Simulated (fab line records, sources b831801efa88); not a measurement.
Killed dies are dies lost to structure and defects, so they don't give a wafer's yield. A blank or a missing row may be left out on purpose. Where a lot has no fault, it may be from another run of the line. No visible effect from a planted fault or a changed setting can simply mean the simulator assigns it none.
Which tool did it? || flow sfqLine || 6 lots with 18 wafers sampled at 4 steps, on a route of 325 steps

WHAT THE GAUGES SHOWED, per wafer
SFQ_I3_BOW_MEAS_922.
{"lot": "L769", "measured": "day 30 07:20", "on": "filmMetro-01", "I3_BOW (um)": "-5 -3 -7"}
{"lot": "L772", "measured": "day 30 22:21", "on": "filmMetro-04", "I3_BOW (um)": "19 14 6"}
{"lot": "L775", "measured": "day 31 13:20", "on": "filmMetro-04", "I3_BOW (um)": "14 9 8"}
{"lot": "L778", "measured": "day 34 07:20", "on": "filmMetro-03", "I3_BOW (um)": "12 5 -4"}
{"lot": "L782", "measured": "day 35 19:41", "on": "filmMetro-04", "I3_BOW (um)": "-4 -11 -16"}
{"lot": "L787", "measured": "day 38 04:20", "on": "filmMetro-01", "I3_BOW (um)": "13 5 1"}

TOOL THAT RAN EACH LOT (tool first, then ch and the chambers of the sampled wafers, then the start)
{"lot": "L769", "SFQ_TRILAYER_I1_VIA_STRIP_STRIP_053": "rieMetal-01 ch 0,1, day 17 23:03", "SFQ_TRILAYER_I2_METRO_MEASURE_065": "filmMetro-02, day 22 00:49", "SFQ_TRILAYER_I2_VIA_BARC_OPEN_VIA_ETCH_096": "rieDiel-04 ch 0,1,3, day 26 13:50"}
{"lot": "L772", "SFQ_TRILAYER_I1_VIA_STRIP_STRIP_053": "rieMetal-02 ch 0,1, day 18 16:36", "SFQ_TRILAYER_I2_METRO_MEASURE_065": "filmMetro-04, day 22 22:48", "SFQ_TRILAYER_I2_VIA_BARC_OPEN_VIA_ETCH_096": "rieDiel-04 ch 0,2, day 27 09:02"}
{"lot": "L775", "SFQ_TRILAYER_I1_VIA_STRIP_STRIP_053": "rieMetal-01 ch 0,1, day 19 11:48", "SFQ_TRILAYER_I2_METRO_MEASURE_065": "filmMetro-03, day 24 00:40", "SFQ_TRILAYER_I2_VIA_BARC_OPEN_VIA_ETCH_096": "rieDiel-03 ch 1,2,3, day 28 09:02"}
{"lot": "L778", "SFQ_TRILAYER_I1_VIA_STRIP_STRIP_053": "rieMetal-01 ch 0,1, day 21 10:36", "SFQ_TRILAYER_I2_METRO_MEASURE_065": "filmMetro-04, day 26 11:36", "SFQ_TRILAYER_I2_VIA_BARC_OPEN_VIA_ETCH_096": "rieDiel-03 ch 0,2, day 30 22:58"}
{"lot": "L782", "SFQ_TRILAYER_I1_VIA_STRIP_STRIP_053": "rieMetal-02 ch 0,1, day 23 03:21", "SFQ_TRILAYER_I2_METRO_MEASURE_065": "filmMetro-04, day 28 03:04", "SFQ_TRILAYER_I2_VIA_BARC_OPEN_VIA_ETCH_096": "rieDiel-02 ch 0,1,2, day 32 16:25"}
{"lot": "L787", "SFQ_TRILAYER_I1_VIA_STRIP_STRIP_053": "rieMetal-01 ch 0,1, day 24 19:08", "SFQ_TRILAYER_I2_METRO_MEASURE_065": "filmMetro-03, day 30 01:27", "SFQ_TRILAYER_I2_VIA_BARC_OPEN_VIA_ETCH_096": "rieDiel-04 ch 0,3, day 34 17:37"}
- SFQ_TRILAYER_I1_VIA_STRIP_STRIP_053: strips in O2.
- SFQ_TRILAYER_I2_METRO_MEASURE_065
- SFQ_TRILAYER_I2_VIA_BARC_OPEN_VIA_ETCH_096: etches BARC in O2, target depth 125 nm, time 41.7 s.

THE ANSWER, worked out from the rows above alone
Rule: the usual values come from the lots themselves. The widest of any qualifying gaps counts: lots, ordered by their means at a reading, are off when they make up no more than a third of the lots, leave a main group of 4 or more, and stand apart from it by 3 or more times the standard deviation of that group's means. A main group whose means are all the same, to the digits that the tables above print for the reading, isn't used. A lot without any number at a reading at which 4 lots or more have one is off too. All remaining lots with rows at the step are treated as sound.
Across all readings shown, no lot is off: no conclusion can be drawn from this.

WHAT THE SIMULATOR HAD INSERTED
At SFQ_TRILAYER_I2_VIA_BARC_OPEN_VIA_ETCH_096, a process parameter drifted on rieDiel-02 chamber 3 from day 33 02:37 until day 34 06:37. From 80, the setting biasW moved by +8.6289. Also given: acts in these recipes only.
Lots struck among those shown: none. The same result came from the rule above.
